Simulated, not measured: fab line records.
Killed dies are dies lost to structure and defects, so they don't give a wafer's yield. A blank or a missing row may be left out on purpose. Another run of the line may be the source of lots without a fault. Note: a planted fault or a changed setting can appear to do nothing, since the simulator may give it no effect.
A lot that was struck, set against a sound lot || flow sky130 || 20 steps out of a route of 708
Sound: wafers L307.2, L307.3, L307.4. Wafers L316.2, L316.4, L316.5 were the ones struck. The cause is named last.
At each step with rows: each side's tool, then ch and its chambers, then its first start. Under that, the readings that differ: sound wafers || struck wafers || difference of the means || sigmas: that difference in standard deviations of wafers without a fault.
alike: a reading whose means differ by less than 2 such deviations, as well as words and numbers matching on both sides. not compared: withheld readings; readings where some wafer has no value; bounds like >300 that might hide an equal value; numbers whose values overlap and for which the record gives no deviation.
A row with sigmas, a row that says differs or no value, or rows on one side alone: a step with any of these is where the two part. Non-overlapping numbers with no deviation appear without sigmas and do not part them. A reading that every wafer of one side lacks parts them only if that side has two wafers or more.

first, 4 steps without rows for these wafers: SKY_LDD_HVN_SOFTBAKE_03 (time 60 s); SKY_LDD_HVN_EXPOSE_04 (exposes mask HVNTM, target cd 700 nm); SKY_LDD_HVN_PEB_05; SKY_LDD_HVN_DEVELOP_06 (develop time 60 s).
SKY_LDD_HVN_OVL_MEAS_07:
  sound on overlay-02, day 20 21:59; struck on overlay-01, day 24 12:26
  alike: LDD_HVN_OVL
next, for these wafers, 1 step has no rows: SKY_LDD_HVN_IMPLANT_08.
SKY_LDD_HVN_STRIP_09: strips in O2/N2.
  sound on plasma-asher-03 ch 0,1, day 20 22:10; struck on plasma-asher-01 ch 0,1, day 24 12:37
{"reading": "drypump-motor-current-A (A)", "sound": "6.5 6.0 6.5", "struck": "5.4 5.4 5.9", "difference": -0.8, "sigmas": -2}
  alike: oes-product-au, strip-time-to-endpoint-s
  not compared: rf-hours-counter-h
SKY_LDD_HVN_TW_MEAS_10:
  sound on film-metro-04, day 20 22:17; struck on film-metro-04, day 24 12:44
  alike: LDD_HVN_TW
then, 4 steps without rows for these wafers: SKY_LDD_HVP_DEHYDRATE_00 (time 60 s); SKY_LDD_HVP_HMDS_01 (prime time 60 s); SKY_LDD_HVP_COAT_02 (resist thk 300 nm); SKY_LDD_HVP_SOFTBAKE_03 (time 60 s).
SKY_LDD_HVP_EXPOSE_04: exposes mask HVPTM, target cd 700 nm.
  sound on iline-stepper-01 ch 0, day 21 14:03; struck on iline-stepper-02 ch 0, day 25 04:00
{"reading": "mask", "sound": "HVPTM#0 HVPTM#0 HVPTM#0", "struck": "LDNTM#0 LDNTM#0 LDNTM#0", "difference": "differs", "sigmas": ""}
then, 2 steps without rows for these wafers: SKY_LDD_HVP_PEB_05; SKY_LDD_HVP_DEVELOP_06 (develop time 60 s).
SKY_LDD_HVP_OVL_MEAS_07:
  sound on overlay-01, day 22 05:20; struck on overlay-02, day 25 17:23
{"reading": "LDD_HVP_OVL (nm)", "sound": "0.6 0.4 -0.5", "struck": "- - -", "difference": "no value on the struck wafers", "sigmas": ""}
next, for these wafers, 1 step has no rows: SKY_LDD_HVP_IMPLANT_08.
SKY_LDD_HVP_STRIP_09: strips in O2/N2.
  sound on plasma-asher-01 ch 0,1, day 22 05:31; struck on plasma-asher-02 ch 0,1, day 25 17:34
  alike: drypump-motor-current-A, oes-product-au, strip-time-to-endpoint-s
  not compared: rf-hours-counter-h
SKY_LDD_HVP_TW_MEAS_10:
  sound on film-metro-04, day 22 05:37; struck on film-metro-02, day 25 17:41
{"reading": "LDD_HVP_TW", "sound": "458 455 460", "struck": "30 30 30", "difference": -428, "sigmas": "-99 or more"}
then, 1 step without rows for these wafers: SKY_LDD_LDN_DEHYDRATE_00 (time 60 s).

## WHERE THEY PART
First at SKY_LDD_HVN_STRIP_09; last, within this record, at SKY_LDD_HVP_TW_MEAS_10.

WHY: what the simulator had put in
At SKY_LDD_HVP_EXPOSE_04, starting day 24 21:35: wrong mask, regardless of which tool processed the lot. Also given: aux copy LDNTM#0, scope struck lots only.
